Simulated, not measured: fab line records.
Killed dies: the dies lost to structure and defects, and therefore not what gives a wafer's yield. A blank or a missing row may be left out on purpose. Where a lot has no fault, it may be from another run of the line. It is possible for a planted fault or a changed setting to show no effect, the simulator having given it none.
Comparing a struck lot with a sound one ; flow gf180mcu ; 17 out of 602 route steps
Sound: the wafers L158.1, L158.3, L158.4. The struck wafers were L160.1, L160.3, L160.6. The cause is given at the end.
For every step that has rows: the tool of each side, followed by ch and its chambers, followed by its first start. Under that, the readings that differ: sound wafers ; struck wafers ; difference of the means ; sigmas: that difference in standard deviations of wafers without a fault.
alike: readings whose means differ by less than 2 such deviations, and words and numbers that are the same on both sides. not compared: withheld readings, readings that some wafer has no value for, bounds like >300 that may hide the same value, and numbers for which the record gives no deviation and whose values overlap.
The two part at a step that has a row with sigmas, a row that says differs or no value, or rows on one side only. When numbers do not overlap yet have no deviation, they are printed without sigmas and do not part them. A reading missing from all wafers of one side parts the sides only when that side holds two or more wafers.

first, 3 steps without rows for these wafers: GF_V2_EXPOSE_11 (exposes mask Via2, target cd 260 nm); GF_V2_PEB_12 (peb time 90 s); GF_V2_DEVELOP_13 (develop time 60 s).
GF_V2_CD_MEAS_14: the cd target is 260 nm.
  struck on cd sem-01, day 22 12:50; sound on cd sem-01, day 21 16:23
  alike: cd nm
GF_V2_OVL_MEAS_15:
  struck on overlay-02, day 22 12:58; sound on overlay-01, day 21 16:31
  alike: V2_OVL
GF_V2_ETCH_16: etches BARC in N2/H2.
  sound on rie diel-02 ch 0,1,3, day 21 16:33; struck on rie diel-04 ch 0,1,3, day 22 13:00
  alike: drypump motor current A, oes product au, throttle valve pct
GF_V2_ETCH_17: etches SiO2 in C4F8/O2/Ar, stops on TiN, target depth 630 nm.
  sound: rie diel-02 ch 0,1,3; struck: rie diel-04 ch 0,1,3
  alike: oes product au
GF_V2_STRIP_18: strips in O2/N2.
  sound on plasma asher-04 ch 0,1, day 21 16:41; struck on plasma asher-03 ch 0,1, day 22 13:08
  alike: drypump motor current A, heater power w, oes product au
  not compared: rf hours counter h
then, 2 steps without rows for these wafers: GF_V2_STRIP_19 (strips in post etch residue remover, time 1200 s); GF_V2_CLEAN_20 (cleans in DIW).
GF_V2_SPUTTER_21: material Ti, target thk 15 nm, time 80.02 s.
  struck on pvd sputter-04, day 22 13:41; sound on pvd sputter-03, day 21 17:13
  alike: throttle valve pct
then, 1 step without rows for these wafers: GF_V2_SPUTTER_22 (material TiN, target thk 10 nm, time 40 s).
GF_V2_CVD_23: deposits W, target thk 350 nm, time 104.94 s.
  sound on cvd w-01 ch 0,1, day 21 17:19; struck on cvd w-01 ch 0,1, day 22 13:47
reading;sound;struck;difference;sigmas
chamber pressure Torr (Torr);39.97 40.04 39.88;44.73 44.79 44.75;+4.79;+56
model.W_of_V2_CVD_23.thk nm (nm);345 350.1 349.9;366.7 376.5 372.9;+23.7;
  alike: heater power w
GF_V2_RS_MEAS_24: measures by four-point-probe.
  struck on film metro-03, day 22 13:54; sound on film metro-03, day 21 17:25
reading;sound;struck;difference;sigmas
V2_W_RS (ohm/sq);0.333 0.328 0.327;0.313 0.304 0.307;-0.021;-6
GF_V2_THK_MEAS_25: measures by xrf.
  struck on film metro-03, day 22 14:01; sound on film metro-03, day 21 17:32
reading;sound;struck;difference;sigmas
V2_W_THK (nm);343 348 347;363 370 370;+22;+4
GF_V2_CMP_26: polishes, stops on SiO2, t overpolish 15 s, target thk 0 nm.
  sound on cmp-01 ch 0,2,3, day 21 17:36; struck on cmp-01 ch 1,2,3, day 22 14:11
  alike: motor current A
then, 1 step without rows for these wafers: GF_PASSIVATION_PROBE_99.

WHERE THEY PART
Last at GF_V2_THK_MEAS_25 as far as this record goes, first at GF_V2_CVD_23. Later steps at which nothing parts them and some readings are alike: GF_V2_CMP_26.

WHY: what the simulator had put in
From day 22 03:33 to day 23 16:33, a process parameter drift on cvd w-01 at GF_V2_CVD_23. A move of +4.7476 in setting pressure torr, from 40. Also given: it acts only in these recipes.
